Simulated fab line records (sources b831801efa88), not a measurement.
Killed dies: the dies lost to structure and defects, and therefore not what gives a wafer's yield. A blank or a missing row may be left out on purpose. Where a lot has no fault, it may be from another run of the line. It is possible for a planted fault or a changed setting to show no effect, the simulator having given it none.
Which tool was responsible? || flow gf180mcu || 13 lots with 39 wafers sampled at 2 steps, on a route of 602 steps

== WHAT THE GAUGES SHOWED, per wafer ==
GF_V5_THK_MEAS_03.
{"lot": "L601", "measured": "day 26 07:29", "on": "film-metro-04", "V5_CVD_02_THK (nm)": "1417 1425 1458"}
{"lot": "L602", "measured": "day 26 21:29", "on": "film-metro-02", "V5_CVD_02_THK (nm)": "1441 1449 1478"}
{"lot": "L603", "measured": "day 27 11:29", "on": "film-metro-02", "V5_CVD_02_THK (nm)": "1456 1422 1460"}
{"lot": "L604", "measured": "day 27 13:13", "on": "film-metro-04", "V5_CVD_02_THK (nm)": "1433 1425 1432"}
{"lot": "L605", "measured": "day 28 04:06", "on": "film-metro-03", "V5_CVD_02_THK (nm)": "1454 1452 1444"}
{"lot": "L606", "measured": "day 28 05:56", "on": "film-metro-03", "V5_CVD_02_THK (nm)": "1470 1444 1483"}
{"lot": "L607", "measured": "day 28 11:48", "on": "film-metro-02", "V5_CVD_02_THK (nm)": "1438 1449 1466"}
{"lot": "L611", "measured": "day 29 09:55", "on": "film-metro-04", "V5_CVD_02_THK (nm)": "1450 1454 1487"}
{"lot": "L612", "measured": "day 29 20:44", "on": "film-metro-03", "V5_CVD_02_THK (nm)": "1444 1469 1443"}
{"lot": "L614", "measured": "day 30 07:32", "on": "film-metro-04", "V5_CVD_02_THK (nm)": "1426 1456 1448"}
{"lot": "L618", "measured": "day 31 12:46", "on": "film-metro-02", "V5_CVD_02_THK (nm)": "1424 1422 1472"}
{"lot": "L622", "measured": "day 32 09:46", "on": "film-metro-02", "V5_CVD_02_THK (nm)": "1433 1478 1456"}
{"lot": "L623", "measured": "day 32 15:08", "on": "film-metro-04", "V5_CVD_02_THK (nm)": "1431 1477 1447"}

== WHAT TOOL EACH LOT RAN ON (gives the tool, then ch and the chambers of the sampled wafers, and finally the start) ==
{"lot": "L601", "GF_STI_OXIDATION_21": "furnace-01 ch 0, day 2 03:42"}
{"lot": "L602", "GF_STI_OXIDATION_21": "furnace-02 ch 0, day 2 09:09"}
{"lot": "L603", "GF_STI_OXIDATION_21": "furnace-01 ch 0, day 2 17:06"}
{"lot": "L604", "GF_STI_OXIDATION_21": "furnace-02 ch 0, day 2 18:49"}
{"lot": "L605", "GF_STI_OXIDATION_21": "furnace-02 ch 0, day 3 00:22"}
{"lot": "L606", "GF_STI_OXIDATION_21": "furnace-01 ch 0, day 3 04:24"}
{"lot": "L607", "GF_STI_OXIDATION_21": "furnace-02 ch 0, day 3 09:01"}
{"lot": "L611", "GF_STI_OXIDATION_21": "furnace-01 ch 0, day 4 07:58"}
{"lot": "L612", "GF_STI_OXIDATION_21": "furnace-01 ch 0, day 4 10:40"}
{"lot": "L614", "GF_STI_OXIDATION_21": "furnace-02 ch 0, day 4 21:50"}
{"lot": "L618", "GF_STI_OXIDATION_21": "furnace-02 ch 0, day 5 17:29"}
{"lot": "L622", "GF_STI_OXIDATION_21": "furnace-02 ch 0, day 6 15:07"}
{"lot": "L623", "GF_STI_OXIDATION_21": "furnace-02 ch 0, day 6 19:26"}
- GF_STI_OXIDATION_21: stabilise 600 s, purge 300 s, target thk 15 nm.

== WHAT THE TOOLS THEMSELVES READ (means of the sampled wafers that have a number; where no wafer has one, the mark that the record gives instead) ==
GF_STI_OXIDATION_21.
{"lot": "L601", "tool": "furnace-01", "tube-center-temp-C (C)": 1000.01, "zone-power-bottom-pct (%)": 33.8}
{"lot": "L602", "tool": "furnace-02", "tube-center-temp-C (C)": 1000.07, "zone-power-bottom-pct (%)": 33.9}
{"lot": "L603", "tool": "furnace-01", "tube-center-temp-C (C)": 1000.06, "zone-power-bottom-pct (%)": 33.9}
{"lot": "L604", "tool": "furnace-02", "tube-center-temp-C (C)": 999.90, "zone-power-bottom-pct (%)": 34.0}
{"lot": "L605", "tool": "furnace-02", "tube-center-temp-C (C)": 1000.04, "zone-power-bottom-pct (%)": 34.1}
{"lot": "L606", "tool": "furnace-01", "tube-center-temp-C (C)": 999.97, "zone-power-bottom-pct (%)": 34.2}
{"lot": "L607", "tool": "furnace-02", "tube-center-temp-C (C)": 999.98, "zone-power-bottom-pct (%)": 33.7}
{"lot": "L611", "tool": "furnace-01", "tube-center-temp-C (C)": 999.97, "zone-power-bottom-pct (%)": 33.7}
{"lot": "L612", "tool": "furnace-01", "tube-center-temp-C (C)": 1000.01, "zone-power-bottom-pct (%)": 33.6}
{"lot": "L614", "tool": "furnace-02", "tube-center-temp-C (C)": 1000.03, "zone-power-bottom-pct (%)": 34.1}
{"lot": "L618", "tool": "furnace-02", "tube-center-temp-C (C)": 999.97, "zone-power-bottom-pct (%)": 34.2}
{"lot": "L622", "tool": "furnace-02", "tube-center-temp-C (C)": 999.98, "zone-power-bottom-pct (%)": 34.0}
{"lot": "L623", "tool": "furnace-02", "tube-center-temp-C (C)": 999.90, "zone-power-bottom-pct (%)": 34.0}

== THE ANSWER, worked out from the rows above alone ==
Rule: usual is defined by the lots themselves. The widest of any qualifying gaps counts: lots, ordered by their means at a reading, are off when they make up no more than a third of the lots, leave a main group of 4 or more, and stand apart from it by 3 or more times the standard deviation of that group's means. The tables above print the reading to a certain number of digits; a main group whose means all agree to those digits is not used. Also off: a lot with no number at a reading for which 4 or more lots have one. Where the step has rows for the other lots, those lots are counted as sound. Order of review: gauges by route order, followed by the tools' own readings, for which a lot's mean as printed above is used. At the first step where some lot is off, the reading lying furthest off is the one used; lots without a number count as furthest.
None of the lots is off at any reading shown; this tells nothing.

== WHAT HAD BEEN PUT IN BY THE SIMULATOR ==
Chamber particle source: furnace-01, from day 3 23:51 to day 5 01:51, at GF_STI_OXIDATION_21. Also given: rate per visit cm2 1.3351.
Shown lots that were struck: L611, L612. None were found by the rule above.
